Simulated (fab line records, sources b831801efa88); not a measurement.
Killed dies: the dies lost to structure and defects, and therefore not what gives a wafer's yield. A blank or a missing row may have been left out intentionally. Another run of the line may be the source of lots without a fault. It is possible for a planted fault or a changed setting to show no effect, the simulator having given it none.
One fault through the eyes of 2 desks || flow sky130 || numbers are kept per desk, each desk with only its own; the story behind them comes last

TOOL OWNER'S DESK, implanter-02
For each lot that ran on this tool, the mean over its sampled wafers that have a number, from the tool's own readings at SKY_VT_ADJUST_HVTR_IMPLANT_09. The brackets show how far a lot's mean lies from the usual mean; more than 4 standard deviations puts the lot out of limits, marked OUT.
Columns: A = beam on s at SKY_VT_ADJUST_HVTR_IMPLANT_09, usual 9.99 s; B = end station pressure torr at SKY_VT_ADJUST_HVTR_IMPLANT_09, usual 5.06e-06 Torr; C = faraday current uA at SKY_VT_ADJUST_HVTR_IMPLANT_09, usual 11.86
{"lot": "L808", "first seen here": "day 10 11:34", "A": 10.09, "B": 5.22e-06, "C": 11.74}
{"lot": "L809", "first seen here": "day 10 15:39", "A": 9.96, "B": 5.11e-06, "C": 11.88}
{"lot": "L810", "first seen here": "day 11 02:34", "A": 10.17, "B": 4.94e-06, "C": 11.66}
{"lot": "L814", "first seen here": "day 12 10:25", "A": 9.98, "B": 5.18e-06, "C": 11.85}
{"lot": "L817", "first seen here": "day 13 05:20", "A": 10.07, "B": 5.22e-06, "C": 11.76}
{"lot": "L824", "first seen here": "day 15 10:07", "A": "12.49 (+13) OUT", "B": "1.08e-04 (+99 or more) OUT", "C": "9.54 (-10) OUT"}
{"lot": "L825", "first seen here": "day 15 16:10", "A": "12.35 (+12) OUT", "B": "1.00e-04 (+99 or more) OUT", "C": "9.66 (-9.6) OUT"}
Finding of this desk: L824, L825 out of limits; the first was L824 at day 15 10:07, on beam on s at SKY_VT_ADJUST_HVTR_IMPLANT_09. L808, L809, L810, L814, L817: within limits.

AT THE METROLOGY DESK
Lot by lot, what the gauges showed, no matter which tool ran the lot: averages of those sampled wafers that carry a number. The brackets show how far a lot's mean lies from the usual mean; more than 4 standard deviations puts the lot out of limits, marked OUT.
Columns: A = VT_ADJUST_HVTR_TW at SKY_VT_ADJUST_HVTR_TW_MEAS_11, usual 210.5; B = CONTACT_CVD_00_THK at SKY_CONTACT_THK_MEAS_01, usual 75.2 nm
{"lot": "L805", "first seen here": "day 9 15:48", "A": 212.9, "B": 75.6}
{"lot": "L807", "first seen here": "day 10 08:17", "A": 213.2, "B": 74.5}
{"lot": "L808", "first seen here": "day 10 11:48", "A": 208.8, "B": 75.4}
{"lot": "L809", "first seen here": "day 10 15:54", "A": 212.5, "B": 76.0}
{"lot": "L810", "first seen here": "day 11 02:49", "A": 209.1, "B": 76.5}
{"lot": "L811", "first seen here": "day 11 11:37", "A": 208.9, "B": 73.2}
{"lot": "L814", "first seen here": "day 12 10:39", "A": 208.9, "B": 75.6}
{"lot": "L815", "first seen here": "day 12 12:20", "A": 215.4, "B": 75.0}
{"lot": "L817", "first seen here": "day 13 05:34", "A": 212.0, "B": 74.9}
{"lot": "L818", "first seen here": "day 13 14:02", "A": 209.5, "B": 75.7}
{"lot": "L824", "first seen here": "day 15 10:20", "A": "221.5 (+5.0) OUT", "B": 75.2}
{"lot": "L825", "first seen here": "day 15 16:25", "A": "222.5 (+5.5) OUT", "B": 74.9}
Per this desk, out of limits: L824, L825; the first was L824, day 15 10:20 (VT_ADJUST_HVTR_TW at SKY_VT_ADJUST_HVTR_TW_MEAS_11). L805, L807, L808, L809, L810, L811, L814, L815, L817, L818: within limits.

ALL TOGETHER
At day 15 10:07, on L824, L825, the tool owner's desk was in a position to raise an alarm.
On L824, L825, the metrology desk was in a position to raise an alarm at day 15 10:20.
All the named lots went through SKY_VT_ADJUST_HVTR_IMPLANT_09 on implanter-02.

WHAT THE SIMULATOR HAD PUT IN
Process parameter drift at SKY_VT_ADJUST_HVTR_IMPLANT_09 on implanter-02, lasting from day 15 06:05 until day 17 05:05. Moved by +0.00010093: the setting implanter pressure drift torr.
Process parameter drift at SKY_VT_ADJUST_HVTR_IMPLANT_09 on implanter-02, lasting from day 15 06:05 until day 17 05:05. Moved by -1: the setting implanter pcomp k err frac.
Shown lots that were struck: L824, L825.
Time in hours from fault onset to the first out-of-limits reading at each desk: tool owner's desk 4, metrology desk 4.
